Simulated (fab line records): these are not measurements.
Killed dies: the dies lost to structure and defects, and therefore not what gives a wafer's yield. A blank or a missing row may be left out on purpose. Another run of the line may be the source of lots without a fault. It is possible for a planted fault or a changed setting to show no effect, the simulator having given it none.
Which tool was responsible? + flow sfq_line + 14 lots (42 wafers sampled), 1 step of a 325-step route

== WHAT THE GAUGES READ, wafer by wafer ==
Not one reading of a measure or inspect step in the record can be checked against a usual standard deviation.

== EACH LOT AND THE TOOL THAT RAN IT (in order: tool; ch and the chambers of the sampled wafers; start) ==
| lot  | SFQ_TRILAYER_M3_BARC_OPEN_METAL_ETCH_100 |
|------|------------------------------------------|
| L707 | rie_metal-01 ch 0,1, day 25 23:09        |
| L708 | rie_metal-01 ch 0,1, day 26 05:10        |
| L709 | rie_metal-02 ch 0,1, day 26 23:25        |
| L710 | rie_metal-02 ch 0,1, day 27 10:34        |
| L712 | rie_metal-01 ch 0,1, day 29 08:34        |
| L716 | rie_metal-04 ch 0,1, day 32 00:41        |
| L718 | rie_metal-01 ch 1, day 33 00:45          |
| L720 | rie_metal-01 ch 1, day 33 23:28          |
| L721 | rie_metal-02 ch 0,1, day 34 04:15        |
| L724 | rie_metal-04 ch 0,1, day 35 01:31        |
| L725 | rie_metal-04 ch 0,1, day 35 06:19        |
| L726 | rie_metal-04 ch 1, day 35 12:19          |
| L729 | rie_metal-02 ch 0,1, day 36 02:43        |
| L730 | rie_metal-04 ch 0,1, day 37 00:19        |
- SFQ_TRILAYER_M3_BARC_OPEN_METAL_ETCH_100: etches BARC in O2, target depth 125 nm, time 41.7 s.

== WHAT THE TOOLS THEMSELVES READ (means of the sampled wafers that have a number; where no wafer has one, the mark that the record gives instead) ==
SFQ_TRILAYER_M3_BARC_OPEN_METAL_ETCH_100. Usual: drypump_motor_current_A 5.9 A, standard deviation 0.66; oes_product_au 0.685 a.u., standard deviation 0.0046; run_length_s 70.0 s, standard deviation 0.88.
| lot  | tool         | drypump_motor_current_A (A) | oes_product_au (a.u.) | run_length_s (s) | flag |
|------|--------------|-----------------------------|-----------------------|------------------|------|
| L707 | rie_metal-01 | 6.3                         | 0.686                 | 69.6             |      |
| L708 | rie_metal-01 | 6.4                         | 0.687                 | 69.5             |      |
| L709 | rie_metal-02 | 5.1                         | 0.685                 | 70.4             |      |
| L710 | rie_metal-02 | 5.1                         | 0.680                 | 70.4             |      |
| L712 | rie_metal-01 | 6.3                         | 0.686                 | 69.4             |      |
| L716 | rie_metal-04 | 6.3                         | 0.687                 | 70.1             |      |
| L718 | rie_metal-01 | 6.2                         | 0.870                 | 58.7             | OFF  |
| L720 | rie_metal-01 | 6.2                         | 0.866                 | 58.6             | OFF  |
| L721 | rie_metal-02 | 4.8                         | 0.686                 | 69.9             |      |
| L724 | rie_metal-04 | 6.2                         | 0.689                 | 69.8             |      |
| L725 | rie_metal-04 | 6.3                         | 0.684                 | 69.9             |      |
| L726 | rie_metal-04 | 6.6                         | 0.684                 | 70.1             |      |
| L729 | rie_metal-02 | 4.8                         | 0.683                 | 69.9             |      |
| L730 | rie_metal-04 | 5.9                         | 0.685                 | 69.8             |      |

== THE ANSWER, worked out from the rows above alone ==
Rule: lot off if the mean of its wafers having a number is beyond 3 standard deviations from the usual mean. A lot without any number at a reading at which 4 lots or more have one is off too. Where the step has rows for the other lots, those lots are counted as sound. The gauges are gone through in route order, then the tools' own readings, and for those a lot's mean is taken as printed above. The first step at which some lot is off is used, and at that step the reading that is off furthest; a lot without a number counts as furthest.
Off: L718, L720 (SFQ_TRILAYER_M3_BARC_OPEN_METAL_ETCH_100, oes_product_au).
If a tool, at that step or one of the process steps before it, ran each lot that is off and ran no sound lot following the first of them, it fits. One fits: SFQ_TRILAYER_M3_BARC_OPEN_METAL_ETCH_100 on rie_metal-01. A fault onset in the window from L712 (day 29 08:34, its last sound lot) to L718 (day 33 00:45, its first lot off) fits.
The tool's own readings at SFQ_TRILAYER_M3_BARC_OPEN_METAL_ETCH_100 bear it out: on the lots that are off they differ by more than 5 times the standard deviation of the sound lots' means. oes_product_au reads 0.868 a.u. there against 0.685 a.u. on the sound lots; run_length_s reads 58.7 s there against 69.9 s on the sound lots.

== WHAT THE SIMULATOR HAD PUT IN ==
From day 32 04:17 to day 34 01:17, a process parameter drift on rie_metal-01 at SFQ_TRILAYER_M3_BARC_OPEN_METAL_ETCH_100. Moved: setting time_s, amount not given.
Shown lots that were struck: L718, L720. The rule above reached the same finding.
